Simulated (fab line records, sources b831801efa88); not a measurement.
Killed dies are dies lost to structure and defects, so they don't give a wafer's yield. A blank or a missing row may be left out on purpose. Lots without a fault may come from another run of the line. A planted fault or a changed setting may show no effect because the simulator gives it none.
Which tool did it? | flow sky130 | 12 lots, 36 wafers sampled, at 5 steps of a route of 708

WHAT THE GAUGES READ, wafer by wafer
SKY_RES_XHIGH_TW_MEAS_09. Usual: RES_XHIGH_TW 1635, standard deviation 11.
lot  | measured     | on            | RES_XHIGH_TW   | flag
L378 | day 27 00:26 | film_metro-03 | 1659 1664 1651 |
L380 | day 27 11:34 | film_metro-03 | 1653 1658 1650 |
L382 | day 28 18:59 | film_metro-02 | 1636 1644 1646 |
L386 | day 30 00:46 | film_metro-04 | 1627 1628 1635 |
L387 | day 30 05:30 | film_metro-02 | 1626 1642 1630 |
L389 | day 30 21:11 | film_metro-04 | 1635 1627 1631 |
L391 | day 31 11:52 | film_metro-03 | 1644 1636 1643 |
L392 | day 31 15:35 | film_metro-04 | 1619 1618 1623 |
L396 | day 33 01:58 | film_metro-03 | 1621 1633 1629 |
L398 | day 33 18:24 | film_metro-04 | 1626 1635 1623 |
L399 | day 33 20:55 | film_metro-04 | 1637 1629 1632 |
L400 | day 34 03:16 | film_metro-03 | 1638 1643 1638 |

SKY_SD_N_CD_MEAS_07: target cd 380 nm. Usual: cd_nm 379.3 nm, standard deviation 2.3.
lot  | measured     | on        | cd_nm (nm)        | flag
L378 | day 28 05:28 | cd_sem-02 | 378.8 379.6 377.7 |
L380 | day 28 15:46 | cd_sem-02 | 374.3 375.4 374.4 |
L382 | day 29 23:35 | cd_sem-02 | 376.4 375.7 375.5 |
L386 | day 31 03:43 | cd_sem-01 | 382.3 383.2 384.2 |
L387 | day 31 09:43 | cd_sem-01 | 380.9 379.4 380.5 |
L389 | day 32 01:04 | cd_sem-02 | 378.8 381.5 376.1 |
L391 | day 32 14:50 | cd_sem-02 | 379.3 378.3 379.3 |
L392 | day 32 18:41 | cd_sem-02 | 382.0 381.5 379.3 |
L396 | day 34 03:58 | cd_sem-02 | 415.1 418.5 414.9 | OFF
L398 | day 34 20:07 | cd_sem-02 | 382.7 382.8 381.0 |
L399 | day 34 22:53 | cd_sem-02 | 406.6 407.1 409.5 | OFF
L400 | day 35 04:40 | cd_sem-01 | 377.2 378.8 378.3 |

SKY_SD_N_RS_MEAS_18: measures by four-point-probe. Usual: RES_XHIGH_RS 333.4 ohm/sq, standard deviation 1.1.
lot  | measured     | on            | RES_XHIGH_RS (ohm/sq) | flag
L378 | day 28 06:34 | film_metro-03 | 332.7 333.4 333.0     |
L380 | day 28 16:51 | film_metro-03 | 334.7 334.5 334.1     |
L382 | day 30 00:40 | film_metro-03 | 332.6 332.8 333.0     |
L386 | day 31 04:47 | film_metro-02 | 333.5 331.7 332.8     |
L387 | day 31 10:47 | film_metro-02 | 334.7 335.3 334.2     |
L389 | day 32 02:10 | film_metro-02 | 333.7 331.8 332.9     |
L391 | day 32 15:58 | film_metro-02 | 334.7 333.0 333.4     |
L392 | day 32 19:46 | film_metro-04 | 333.9 333.6 334.7     |
L396 | day 34 05:03 | film_metro-04 | 335.2 333.1 333.3     |
L398 | day 34 21:11 | film_metro-03 | 334.1 332.7 332.5     |
L399 | day 34 23:58 | film_metro-03 | 334.4 334.0 334.4     |
L400 | day 35 05:45 | film_metro-04 | 332.2 332.9 333.5     |

WHICH TOOL RAN EACH LOT (tool, then ch and the chambers of the sampled wafers, then the start)
lot  | SKY_LDD_N_STRIP_16                   | SKY_SD_N_EXPOSE_04
L378 | plasma_asher-01 ch 0,1, day 18 00:32 | iline_stepper-02 ch 0, day 27 15:31
L380 | plasma_asher-03 ch 0,1, day 18 13:33 | iline_stepper-01 ch 0, day 28 01:13
L382 | plasma_asher-01 ch 0,1, day 19 22:03 | iline_stepper-02 ch 0, day 29 08:37
L386 | plasma_asher-01 ch 0,1, day 21 03:03 | iline_stepper-02 ch 0, day 30 13:52
L387 | plasma_asher-02 ch 0,1, day 21 11:14 | iline_stepper-02 ch 0, day 30 19:43
L389 | plasma_asher-03 ch 0,1, day 22 06:00 | iline_stepper-01 ch 0, day 31 11:08
L391 | plasma_asher-02 ch 0,1, day 22 21:15 | iline_stepper-01 ch 0, day 32 01:46
L392 | plasma_asher-02 ch 0,1, day 23 01:51 | iline_stepper-01 ch 0, day 32 05:44
L396 | plasma_asher-02 ch 0,1, day 24 17:33 | iline_stepper-02 ch 0, day 33 15:47
L398 | plasma_asher-02 ch 0,1, day 25 10:05 | iline_stepper-01 ch 0, day 34 07:00
L399 | plasma_asher-03 ch 0, day 25 11:39   | iline_stepper-02 ch 0, day 34 09:55
L400 | plasma_asher-01 ch 0,1, day 25 19:06 | iline_stepper-01 ch 0, day 34 16:09
- SKY_LDD_N_STRIP_16: strips in O2/N2.
- SKY_SD_N_EXPOSE_04: exposes mask NSDM, target cd 380 nm.

WHAT THE TOOLS THEMSELVES READ (means of the sampled wafers that have a number; where no wafer has one, the mark that the record gives instead)
SKY_LDD_N_STRIP_16. Usual: drypump_motor_current_A 5.7 A, standard deviation 0.5; n2_flow_sccm 300.0 sccm, standard deviation 0.83; oes_product_au 0.406 a.u., standard deviation 0.0047; strip_time_to_endpoint_s 4.311 s, standard deviation 0.016.
lot  | tool            | drypump_motor_current_A (A) | n2_flow_sccm (sccm) | oes_product_au (a.u.) | strip_time_to_endpoint_s (s) | flag
L378 | plasma_asher-01 | 5.8                         | 301.0               | 0.410                 | 4.327                        |
L380 | plasma_asher-03 | 6.1                         | 300.2               | 0.405                 | 4.318                        |
L382 | plasma_asher-01 | 6.2                         | 299.8               | 0.404                 | 4.310                        |
L386 | plasma_asher-01 | 5.8                         | 299.2               | 0.406                 | 4.294                        |
L387 | plasma_asher-02 | 5.4                         | 299.5               | 0.405                 | 4.313                        |
L389 | plasma_asher-03 | 6.1                         | 299.7               | 0.402                 | 4.300                        |
L391 | plasma_asher-02 | 5.5                         | 301.0               | 0.409                 | 4.305                        |
L392 | plasma_asher-02 | 5.5                         | 299.5               | 0.409                 | 4.295                        |
L396 | plasma_asher-02 | 5.5                         | 301.0               | 0.403                 | 4.300                        |
L398 | plasma_asher-02 | 5.4                         | 299.6               | 0.409                 | 4.316                        |
L399 | plasma_asher-03 | 6.5                         | 299.9               | 0.407                 | 4.340                        |
L400 | plasma_asher-01 | 6.2                         | 298.6               | 0.408                 | 4.307                        |

SKY_SD_N_EXPOSE_04. Usual: exposure_dose_mJ_cm2 140.97, standard deviation 0.14; reticle_temp_C 23.02 C, standard deviation 0.097.
lot  | tool             | exposure_dose_mJ_cm2 | reticle_temp_C (C) | flag
L378 | iline_stepper-02 | 140.86               | 23.13              |
L380 | iline_stepper-01 | 141.01               | 22.95              |
L382 | iline_stepper-02 | 141.04               | 22.94              |
L386 | iline_stepper-02 | 140.90               | 23.00              |
L387 | iline_stepper-02 | 141.01               | 23.05              |
L389 | iline_stepper-01 | 140.93               | 23.04              |
L391 | iline_stepper-01 | 141.00               | 23.17              |
L392 | iline_stepper-01 | 141.02               | 23.03              |
L396 | iline_stepper-02 | 158.74               | 23.07              | OFF
L398 | iline_stepper-01 | 140.82               | 22.86              |
L399 | iline_stepper-02 | 154.87               | 23.00              | OFF
L400 | iline_stepper-01 | 140.93               | 22.94              |

THE ANSWER, worked out from the rows above alone
Rule: a lot is off if the mean of its wafers that have a number lies more than 3 standard deviations from the usual mean. A lot without any number at a reading at which 4 lots or more have one is off too. The other lots that the step has rows for count as sound. The gauges are gone through in route order, then the tools' own readings, and for those a lot's mean is taken as printed above. The first step at which some lot is off is used, and at that step the reading that is off furthest; a lot without a number counts as furthest.
Off: L396, L399, at SKY_SD_N_CD_MEAS_07 (cd_nm).
A tool fits if, at a process step before that reading, it ran every lot that is off, and no sound lot after the first of them. The gauges at SKY_SD_N_CD_MEAS_07 aren't tried: what is off there is off at SKY_SD_N_EXPOSE_04 too, on other tools, and a gauge's error can't cause that. One fits: iline_stepper-02 at SKY_SD_N_EXPOSE_04. Its last sound lot is L387 (day 30 19:43), its first lot that is off L396 (day 33 15:47): a fault that began between those two fits.
The tool's own readings at SKY_SD_N_EXPOSE_04 bear it out: on the lots that are off they differ by more than 5 times the standard deviation of the sound lots' means. exposure_dose_mJ_cm2 reads 156.81 there against 140.95 on the sound lots.

WHAT THE SIMULATOR HAD PUT IN
Process parameter drift: iline_stepper-02, from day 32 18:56 on, at SKY_SD_N_EXPOSE_04. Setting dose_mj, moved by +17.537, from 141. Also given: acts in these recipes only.
Lots struck among those shown: L396, L399. The rule above found the same.
